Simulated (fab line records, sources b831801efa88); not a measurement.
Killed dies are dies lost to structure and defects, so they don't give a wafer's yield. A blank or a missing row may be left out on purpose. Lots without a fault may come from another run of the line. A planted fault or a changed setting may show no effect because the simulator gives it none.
Which tool did it? | flow sky130 | 12 lots, 36 wafers sampled, at 5 steps of a route of 708

WHAT THE GAUGES READ, wafer by wafer
SKY_VT_ADJUST_HVTP_CD_MEAS_07: target cd 380 nm. Usual: cd_nm 380.4 nm, standard deviation 2.5.
lot  | measured     | on        | cd_nm (nm)        | flag
L605 | day 6 10:36  | cd_sem-02 | 376.7 378.0 379.3 |
L606 | day 6 18:30  | cd_sem-02 | 378.9 382.7 381.3 |
L611 | day 7 22:59  | cd_sem-02 | 383.1 382.6 383.5 |
L612 | day 8 10:19  | cd_sem-02 | 383.0 384.9 380.6 |
L613 | day 8 18:09  | cd_sem-01 | 381.5 381.1 381.7 |
L614 | day 8 22:32  | cd_sem-01 | 376.0 378.8 380.3 |
L616 | day 9 07:48  | cd_sem-01 | 384.9 384.7 385.3 |
L620 | day 10 08:03 | cd_sem-02 | 382.7 384.0 381.1 |
L624 | day 11 10:04 | cd_sem-02 | 380.6 379.5 378.7 |
L625 | day 11 17:29 | cd_sem-01 | 382.5 379.7 380.0 |
L626 | day 11 20:03 | cd_sem-01 | 377.5 379.5 380.0 |
L627 | day 12 01:48 | cd_sem-02 | 381.6 382.6 379.2 |

SKY_VT_ADJUST_HVTP_TW_MEAS_11. Usual: VT_ADJUST_HVTP_TW 1359, standard deviation 23.
lot  | measured     | on            | VT_ADJUST_HVTP_TW | flag
L605 | day 6 11:00  | film_metro-04 | 1390 1379 1397    |
L606 | day 6 18:54  | film_metro-01 | 1335 1330 1326    |
L611 | day 7 23:22  | film_metro-03 | 1385 1379 1370    |
L612 | day 8 10:43  | film_metro-01 | 1147 1148 1144    | OFF
L613 | day 8 18:33  | film_metro-01 | 1146 1147 1142    | OFF
L614 | day 8 22:56  | film_metro-01 | 1340 1334 1334    |
L616 | day 9 08:13  | film_metro-04 | 1178 1177 1180    | OFF
L620 | day 10 08:28 | film_metro-01 | 1339 1336 1346    |
L624 | day 11 10:28 | film_metro-04 | 1377 1375 1381    |
L625 | day 11 17:53 | film_metro-01 | 1329 1337 1333    |
L626 | day 11 20:28 | film_metro-04 | 1376 1379 1385    |
L627 | day 12 02:12 | film_metro-03 | 1372 1376 1375    |

SKY_VT_ADJUST_NCORE_CD_MEAS_07: target cd 380 nm. Usual: cd_nm 380.5 nm, standard deviation 2.7.
lot  | measured     | on        | cd_nm (nm)        | flag
L605 | day 8 23:33  | cd_sem-02 | 382.6 382.6 380.6 |
L606 | day 9 08:03  | cd_sem-02 | 383.0 382.4 382.4 |
L611 | day 10 15:16 | cd_sem-02 | 379.2 377.7 380.2 |
L612 | day 11 03:00 | cd_sem-01 | 378.5 380.1 378.0 |
L613 | day 11 10:20 | cd_sem-01 | 383.2 383.1 383.6 |
L614 | day 11 17:11 | cd_sem-01 | 382.6 382.5 380.1 |
L616 | day 12 04:26 | cd_sem-01 | 379.6 382.2 377.9 |
L620 | day 13 09:21 | cd_sem-01 | 381.4 380.6 380.2 |
L624 | day 14 13:31 | cd_sem-01 | 380.5 380.2 378.9 |
L625 | day 14 22:54 | cd_sem-02 | 380.9 380.3 378.7 |
L626 | day 15 01:05 | cd_sem-02 | 377.9 378.3 377.2 |
L627 | day 15 07:13 | cd_sem-01 | 375.2 374.9 375.1 |

WHICH TOOL RAN EACH LOT (tool, then ch and the chambers of the sampled wafers, then the start)
lot  | SKY_FIELD_ISO_CMP_27         | SKY_VT_ADJUST_HVTP_IMPLANT_09
L605 | cmp-01 ch 0,1,3, day 2 15:34 | implanter-01 ch 0, day 6 10:46
L606 | cmp-01 ch 0,3, day 2 21:01   | implanter-04 ch 0, day 6 18:40
L611 | cmp-02 ch 0,1,3, day 3 21:31 | implanter-03 ch 0, day 7 23:09
L612 | cmp-02 ch 1,3, day 4 03:01   | implanter-03 ch 0, day 8 10:29
L613 | cmp-02 ch 0,2,3, day 4 12:48 | implanter-03 ch 0, day 8 18:18
L614 | cmp-01 ch 2,3, day 4 17:02   | implanter-01 ch 0, day 8 22:41
L616 | cmp-02 ch 0,2,3, day 4 23:58 | implanter-03 ch 0, day 9 07:58
L620 | cmp-02 ch 0,2,3, day 5 21:47 | implanter-04 ch 0, day 10 08:13
L624 | cmp-01 ch 1,2,3, day 6 19:23 | implanter-04 ch 0, day 11 10:14
L625 | cmp-02 ch 0,3, day 7 02:01   | implanter-04 ch 0, day 11 17:38
L626 | cmp-01 ch 0,1,3, day 7 05:22 | implanter-04 ch 0, day 11 20:13
L627 | cmp-01 ch 0,1,2, day 7 07:27 | implanter-01 ch 0, day 12 01:58
- SKY_FIELD_ISO_CMP_27: polishes, stops on Si3N4, t overpolish 16 s, target thk 457.8 nm.
- SKY_VT_ADJUST_HVTP_IMPLANT_09

WHAT THE TOOLS THEMSELVES READ (means of the sampled wafers that have a number; where no wafer has one, the mark that the record gives instead)
SKY_FIELD_ISO_CMP_27. Usual: motor_current_A 12.2 A, standard deviation 1.8; overpolish_run_s 16.001 s, standard deviation 0.0097; retaining_ring_pressure_frac 1.000, standard deviation 0.0044; time_to_endpoint_s 110 s, standard deviation 6.2.
lot  | tool   | motor_current_A (A) | overpolish_run_s (s) | retaining_ring_pressure_frac | time_to_endpoint_s (s) | flag
L605 | cmp-01 | 11.2                | 16.001               | 1.002                        | 113                    |
L606 | cmp-01 | 11.7                | 16.005               | 0.999                        | 116                    |
L611 | cmp-02 | 12.1                | 16.003               | 1.003                        | 112                    |
L612 | cmp-02 | 13.1                | 15.999               | 0.997                        | 113                    |
L613 | cmp-02 | 14.0                | 16.001               | 1.003                        | 104                    |
L614 | cmp-01 | 10.6                | 16.004               | 0.998                        | 114                    |
L616 | cmp-02 | 14.2                | 16.004               | 0.998                        | 101                    |
L620 | cmp-02 | 14.0                | 16.001               | 0.999                        | 104                    |
L624 | cmp-01 | 11.7                | 15.999               | 0.996                        | 113                    |
L625 | cmp-02 | 12.8                | 16.002               | 1.002                        | 104                    |
L626 | cmp-01 | 11.1                | 15.996               | 1.001                        | 112                    |
L627 | cmp-01 | 12.3                | 16.000               | 1.000                        | 110                    |

SKY_VT_ADJUST_HVTP_IMPLANT_09. Usual: dose_ions_cm2 4.299e+12, standard deviation 4.7e+09; faraday_current_uA 24.2, standard deviation 0.42.
lot  | tool         | dose_ions_cm2 | faraday_current_uA | flag
L605 | implanter-01 | 4.297e+12     | 24.1               |
L606 | implanter-04 | 4.300e+12     | 24.5               |
L611 | implanter-03 | 4.306e+12     | 24.4               |
L612 | implanter-03 | 2.671e+12     | 15.0               | OFF
L613 | implanter-03 | 2.663e+12     | 14.9               | OFF
L614 | implanter-01 | 4.296e+12     | 24.5               |
L616 | implanter-03 | 2.665e+12     | 15.2               | OFF
L620 | implanter-04 | 4.302e+12     | 24.4               |
L624 | implanter-04 | 4.300e+12     | 24.0               |
L625 | implanter-04 | 4.298e+12     | 23.6               |
L626 | implanter-04 | 4.294e+12     | 24.5               |
L627 | implanter-01 | 4.305e+12     | 24.1               |

THE ANSWER, worked out from the rows above alone
Rule: a lot is off if the mean of its wafers that have a number lies more than 3 standard deviations from the usual mean. A lot without any number at a reading at which 4 lots or more have one is off too. The other lots that the step has rows for count as sound. The gauges are gone through in route order, then the tools' own readings, and for those a lot's mean is taken as printed above. The first step at which some lot is off is used, and at that step the reading that is off furthest; a lot without a number counts as furthest.
Off: L612, L613, L616, at SKY_VT_ADJUST_HVTP_TW_MEAS_11 (VT_ADJUST_HVTP_TW).
A tool fits if, at a process step before that reading, it ran every lot that is off, and no sound lot after the first of them. The gauges at SKY_VT_ADJUST_HVTP_TW_MEAS_11 aren't tried: what is off there is off at SKY_VT_ADJUST_HVTP_IMPLANT_09 too, on other tools, and a gauge's error can't cause that. One fits: implanter-03 at SKY_VT_ADJUST_HVTP_IMPLANT_09. Its last sound lot is L611 (day 7 23:09), its first lot that is off L612 (day 8 10:29): a fault that began between those two fits.
The tool's own readings at SKY_VT_ADJUST_HVTP_IMPLANT_09 bear it out: on the lots that are off they differ by more than 5 times the standard deviation of the sound lots' means. dose_ions_cm2 reads 2.666e+12 there against 4.300e+12 on the sound lots; faraday_current_uA reads 15.0 there against 24.2 on the sound lots.

WHAT THE SIMULATOR HAD PUT IN
Process parameter drift: implanter-03, from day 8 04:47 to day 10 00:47, at SKY_VT_ADJUST_HVTP_IMPLANT_09. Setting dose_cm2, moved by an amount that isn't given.
Lots struck among those shown: L612, L613, L616. The rule above found the same.
